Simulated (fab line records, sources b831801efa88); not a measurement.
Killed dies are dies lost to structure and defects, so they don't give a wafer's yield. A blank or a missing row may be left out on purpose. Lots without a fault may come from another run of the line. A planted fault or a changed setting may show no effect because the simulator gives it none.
Which tool did it? | flow sky130 | 9 lots, 27 wafers sampled, at 2 steps of a route of 708

WHAT THE GAUGES READ, wafer by wafer
SKY_FIELD_ISO_CD_MEAS_13: target cd 150 nm.
lot  | measured    | on        | cd_nm (nm)
L457 | day 2 04:19 | cd_sem-02 | 147.1 146.9 146.7
L458 | day 2 09:55 | cd_sem-02 | 151.7 150.2 149.1
L459 | day 2 16:19 | cd_sem-01 | 150.0 150.7 150.0
L460 | day 2 20:14 | cd_sem-02 | 147.5 147.9 147.1
L461 | day 3 01:17 | cd_sem-02 | 148.6 147.0 147.6
L470 | day 5 01:07 | cd_sem-02 | 83.2 82.8 149.3
L473 | day 5 15:41 | cd_sem-01 | 150.7 150.4 149.6
L475 | day 6 02:21 | cd_sem-01 | 150.8 150.2 152.3
L477 | day 6 12:36 | cd_sem-02 | 153.0 154.7 152.9

WHICH TOOL RAN EACH LOT (tool, then ch and the chambers of the sampled wafers, then the start)
lot  | SKY_FIELD_ISO_EXPOSE_10
L457 | krf_scanner-01 ch 0, day 1 21:45
L458 | krf_scanner-02 ch 0, day 2 02:05
L459 | krf_scanner-01 ch 0, day 2 08:58
L460 | krf_scanner-01 ch 0, day 2 12:40
L461 | krf_scanner-01 ch 0, day 2 17:23
L470 | krf_scanner-01 ch 0, day 4 16:11
L473 | krf_scanner-02 ch 0, day 5 06:55
L475 | krf_scanner-02 ch 0, day 5 17:58
L477 | krf_scanner-02 ch 0, day 6 03:16
- SKY_FIELD_ISO_EXPOSE_10: exposes mask FOM, target cd 150 nm.

THE ANSWER, worked out from the rows above alone
Rule: what is usual is taken from the lots themselves. Put in order of their means at a reading, lots are off if they are a third of the lots or fewer, leave a main group of 4 or more, and stand apart from it by a gap of 3 or more times the standard deviation of the main group's means; of several such gaps the widest counts. A main group whose means are all the same, to the digits that the tables above print for the reading, isn't used. A lot without any number at a reading at which 4 lots or more have one is off too. The other lots that the step has rows for count as sound.
Off: L470, at SKY_FIELD_ISO_CD_MEAS_13 (cd_nm). The main group: mean 149.7 nm, standard deviation 2.1.
A tool fits if, at a process step before that reading, it ran every lot that is off, and no sound lot after the first of them. The gauges at SKY_FIELD_ISO_CD_MEAS_13 are tried like those tools. One fits: krf_scanner-01 at SKY_FIELD_ISO_EXPOSE_10. Its last sound lot is L461 (day 2 17:23), its first lot that is off L470 (day 4 16:11): a fault that began between those two fits.

WHAT THE SIMULATOR HAD PUT IN
Process parameter drift: krf_scanner-01, from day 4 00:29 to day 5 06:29, at SKY_FIELD_ISO_EXPOSE_10. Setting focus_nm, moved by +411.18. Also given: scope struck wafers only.
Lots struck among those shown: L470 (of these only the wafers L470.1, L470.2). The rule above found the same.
